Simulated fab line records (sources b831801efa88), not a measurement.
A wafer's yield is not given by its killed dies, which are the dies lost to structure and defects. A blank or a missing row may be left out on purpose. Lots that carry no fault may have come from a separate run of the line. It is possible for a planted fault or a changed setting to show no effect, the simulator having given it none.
A lot that was struck, set against a sound lot	flow sky130	22 out of 708 route steps
Sound: the wafers L702.2, L702.4, L702.6. Struck: wafers L716.3, L716.5. (L716.4 of the same lot was not struck and is left out.) The cause comes at the end.
Each step with rows lists, per side, the tool, then ch with its chambers, then its first start. Under that, the readings that differ: sound wafers	struck wafers	difference of the means	sigmas: that difference in standard deviations of wafers without a fault.
alike: a reading whose means differ by less than 2 such deviations, as well as words and numbers matching on both sides. not compared: withheld readings; readings where some wafer has no value; bounds like >300 that might hide an equal value; numbers whose values overlap and for which the record gives no deviation.
A row with sigmas, a row that says differs or no value, or rows on one side alone: a step with any of these is where the two part. Numbers that have no deviation but don't overlap get no sigmas and don't part them. A reading that every wafer of one side lacks parts them only if that side has two wafers or more.

SKY_METAL4_ETCH_17: etches SiO2 in C4F8/O2/Ar, stops on TiN, time 3.9 s, target depth 15 nm.
  sound on rie_diel-02 ch 2,3, day 42 17:57; struck on rie_diel-02 ch 3, day 46 13:28
  alike: oes_product_au
  not compared: rf_hours_counter_h
SKY_METAL4_METAL_ETCH_18: etches the open film in Cl2/BCl3, stops on SiO2, target depth 845 nm, time 183.1 s.
  sound on rie_metal-04 ch 0,1, day 42 17:58; struck on rie_metal-03 ch 1, day 46 13:35
reading	sound	struck	difference	sigmas
drypump_motor_current_A (A)	5.5 5.5 5.2	6.3 6.3	+0.9	+2
  alike: oes_product_au, throttle_valve_pct
  not compared: rf_hours_counter_h
SKY_METAL4_STRIP_19: strips in O2/N2.
  sound on plasma_asher-04 ch 0,1, day 42 18:08; struck on plasma_asher-01 ch 0,1, day 46 13:52
reading	sound	struck	difference	sigmas
strip_time_to_endpoint_s (s)	6.42 6.43 6.54	6.64 6.68	+0.20	+2
  alike: drypump_motor_current_A, n2_flow_sccm, o2_flow_sccm, oes_product_au
  not compared: rf_hours_counter_h
then, 4 steps without rows for these wafers: SKY_METAL4_STRIP_20 (strips in post etch residue remover, time 1200 s); SKY_METAL4_CLEAN_21 (cleans in IPA, time 180 s); SKY_METAL4_CLEAN_22 (cleans in O3/DIW); SKY_VIA4_HDPCVD_00 (deposits SiO2, target thk 1750 nm, time 291.7 s).
SKY_VIA4_THK_MEAS_01:
  struck on film_metro-01, day 46 14:37; sound on film_metro-04, day 42 19:01
  alike: VIA4_HDPCVD_THK
SKY_VIA4_CMP_02: polishes SiO2.
  sound on cmp-02 ch 1,3, day 42 19:04; struck on cmp-02 ch 2,3, day 46 15:19
  alike: motor_current_A
SKY_VIA4_BOW_MEAS_03:
  struck on film_metro-04, day 46 15:40; sound on film_metro-02, day 42 19:23
reading	sound	struck	difference	sigmas
VIA4_BOW (um)	80 76 81	101 96	+20	+2
then, 2 steps without rows for these wafers: SKY_VIA4_DEHYDRATE_04 (time 60 s); SKY_VIA4_HMDS_05 (prime time 60 s).
SKY_VIA4_COAT_06: resist thk 1140 nm.
  sound on litho_track-03 ch 0, day 43 06:41; struck on litho_track-03 ch 0, day 47 01:13
reading	sound	struck	difference	sigmas
model.NOVOLAK_of_VIA4_COAT_06.thk_nm (nm)	1143 1142 1140	1029 1029	-113	
then, 4 steps without rows for these wafers: SKY_VIA4_SOFTBAKE_07 (time 60 s); SKY_VIA4_EXPOSE_08 (exposes mask VIM4, target cd 800 nm); SKY_VIA4_PEB_09; SKY_VIA4_DEVELOP_10 (develop time 60 s).
SKY_VIA4_OVL_MEAS_11:
  struck on overlay-02, day 47 11:16; sound on overlay-02, day 43 17:43
  alike: VIA4_OVL
SKY_VIA4_ETCH_12: etches SiO2 in C4F8/O2/Ar, stops on TiN, target depth 580 nm.
  sound on rie_diel-01 ch 0,2, day 43 17:45; struck on rie_diel-04 ch 1,3, day 47 11:18
reading	sound	struck	difference	sigmas
model.NOVOLAK_of_VIA4_COAT_06.thk_nm (nm)	1007 1009 1005	896.8 896.4	-110.4	
model.VIA4.cd_nm (nm)	798.8 798 798.7	811.6 813	+13.8	
  alike: oes_product_au
SKY_VIA4_STRIP_13: strips in O2/N2.
  sound on plasma_asher-02 ch 0,1, day 43 17:49; struck on plasma_asher-02 ch 1, day 47 11:24
reading	sound	struck	difference	sigmas
strip_time_to_endpoint_s (s)	12.85 12.78 12.80	11.54 11.52	-1.28	-40
  alike: drypump_motor_current_A, n2_flow_sccm, o2_flow_sccm, oes_product_au
  not compared: rf_hours_counter_h
then, 1 step without rows for these wafers: SKY_VIA4_STRIP_14 (strips in post etch residue remover, time 1200 s).
-- the record jumps here: 3 days lie between the struck wafers' starts before and after (it left off in module VIA4 and takes up again in module PAD_OPEN, whose first step shown is number 708 of the route) --
SKY_PAD_OPEN_PROBE_99:
  only the struck wafers here have rows in the record (prober-01, day 50 01:38); the sound ones have none

## WHERE THEY PART
Last at SKY_PAD_OPEN_PROBE_99 as far as this record goes, first at SKY_METAL4_METAL_ETCH_18.

WHY: what had been put in by the simulator
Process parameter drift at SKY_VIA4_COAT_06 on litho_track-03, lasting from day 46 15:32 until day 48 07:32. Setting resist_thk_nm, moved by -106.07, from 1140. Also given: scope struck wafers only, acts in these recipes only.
